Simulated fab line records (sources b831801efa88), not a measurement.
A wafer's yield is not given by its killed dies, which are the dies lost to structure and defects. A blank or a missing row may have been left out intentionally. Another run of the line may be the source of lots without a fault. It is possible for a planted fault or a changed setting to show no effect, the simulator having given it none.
A struck lot beside a sound one    flow sky130    16 out of 708 route steps
Sound: the wafers L120.1, L120.2, L120.6. Struck: wafer L134.1. (L134.2, L134.4 of the same lot were not struck and are left out.) The cause comes at the end.
Each step with rows lists, per side, the tool, then ch with its chambers, then its first start. Under that, the readings that differ: sound wafers    struck wafers    difference of the means    sigmas: that difference in standard deviations of wafers without a fault.
alike: readings with means less than 2 such deviations apart, plus words and numbers identical on both sides. not compared: withheld readings, readings lacking a value on some wafer, bounds such as >300 that could conceal the same value, and numbers that have no deviation in the record and whose values overlap.
A row with sigmas, a row that says differs or no value, or rows on one side alone: a step with any of these is where the two part. Non-overlapping numbers with no deviation appear without sigmas and do not part them. A reading that every wafer of one side lacks parts them only if that side has two wafers or more.

SKY_FIELD_ISO_THK_MEAS_02:
  sound on film_metro-02 at day 2 17:38; struck on film_metro-02 at day 5 17:52
  alike: FIELD_ISO_OXIDATION_00_THK
then, 1 step without rows for these wafers: SKY_FIELD_ISO_CVD_03 (deposits Si3N4 from DCS/NH3, target thk 165 nm, time 2830 s).
SKY_FIELD_ISO_THK_MEAS_04:
  sound on film_metro-03 at day 2 19:44; struck on film_metro-04 at day 5 20:31
  alike: FIELD_ISO_CVD_03_THK
then, 8 steps without rows for these wafers: SKY_FIELD_ISO_DEHYDRATE_05 (time 60 s); SKY_FIELD_ISO_HMDS_06 (prime time 60 s); SKY_FIELD_ISO_COAT_07 (resist thk 60 nm); SKY_FIELD_ISO_COAT_08 (resist thk 450 nm); SKY_FIELD_ISO_SOFTBAKE_09 (time 90 s); SKY_FIELD_ISO_EXPOSE_10 (exposes mask FOM, target cd 150 nm); SKY_FIELD_ISO_PEB_11; SKY_FIELD_ISO_DEVELOP_12 (develop time 60 s).
SKY_FIELD_ISO_CD_MEAS_13 targets a cd of 150 nm.
  sound on cd_sem-02 at day 3 11:37; struck on cd_sem-02 at day 6 14:58
  alike: cd_nm
SKY_FIELD_ISO_ETCH_14: etches BARC in N2/H2, stops on SiO2, time 45.9 s, target depth 60 nm.
  sound on rie_diel-04 ch 0,1, day 3 11:44; struck on rie_diel-04 ch 3, day 6 15:05
reading                                           sound                 struck  difference  sigmas
throttle_valve_pct (%)                            13.216 13.207 13.224  13.242  +0.026      +3
model.KrF-thick_of_FIELD_ISO_COAT_08.thk_nm (nm)  391.4 391.3 390.4     384.3   -6.7        
  alike: drypump_motor_current_A, oes_product_au, rf_fwd_power_W
  not compared: rf_hours_counter_h
SKY_FIELD_ISO_ETCH_15: etches the open film in CHF3/O2, stops on Si, target depth 180 nm, time 72 s.
  sound on rie_diel-04 ch 0,1, day 3 11:47; struck on rie_diel-04 ch 3, day 6 15:08
reading                                           sound              struck  difference  sigmas
model.KrF-thick_of_FIELD_ISO_COAT_08.thk_nm (nm)  232.4 232.4 230.7  226.4   -5.4        
  alike: drypump_motor_current_A, oes_product_au, rf_fwd_power_W, throttle_valve_pct
  not compared: rf_hours_counter_h
SKY_FIELD_ISO_STRIP_16: strips in O2/N2.
  sound on plasma_asher-01 ch 0,1, day 3 11:51; struck on plasma_asher-02 ch 0, day 6 15:11
reading                      sound        struck  difference  sigmas
drypump_motor_current_A (A)  5.7 5.7 5.7  6.4     +0.7        +2
  alike: oes_product_au, strip_time_to_endpoint_s
  not compared: rf_hours_counter_h
-- a jump in the record: the struck wafers' starts before and after are 44 days apart (it breaks off in module FIELD_ISO and resumes in module PAD_OPEN, where the first step shown is number 708 of the route) --
SKY_PAD_OPEN_PROBE_99:
  the record has rows for the struck wafers here (prober-01, day 50 05:40) and none for the sound ones

WHERE THEY PART
At SKY_FIELD_ISO_ETCH_14 first; at SKY_PAD_OPEN_PROBE_99 last (within this record only).

WHY: the cause the simulator had injected
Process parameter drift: rie_diel-04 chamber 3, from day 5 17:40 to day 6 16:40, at SKY_FIELD_ISO_ETCH_14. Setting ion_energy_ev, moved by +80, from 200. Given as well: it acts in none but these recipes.
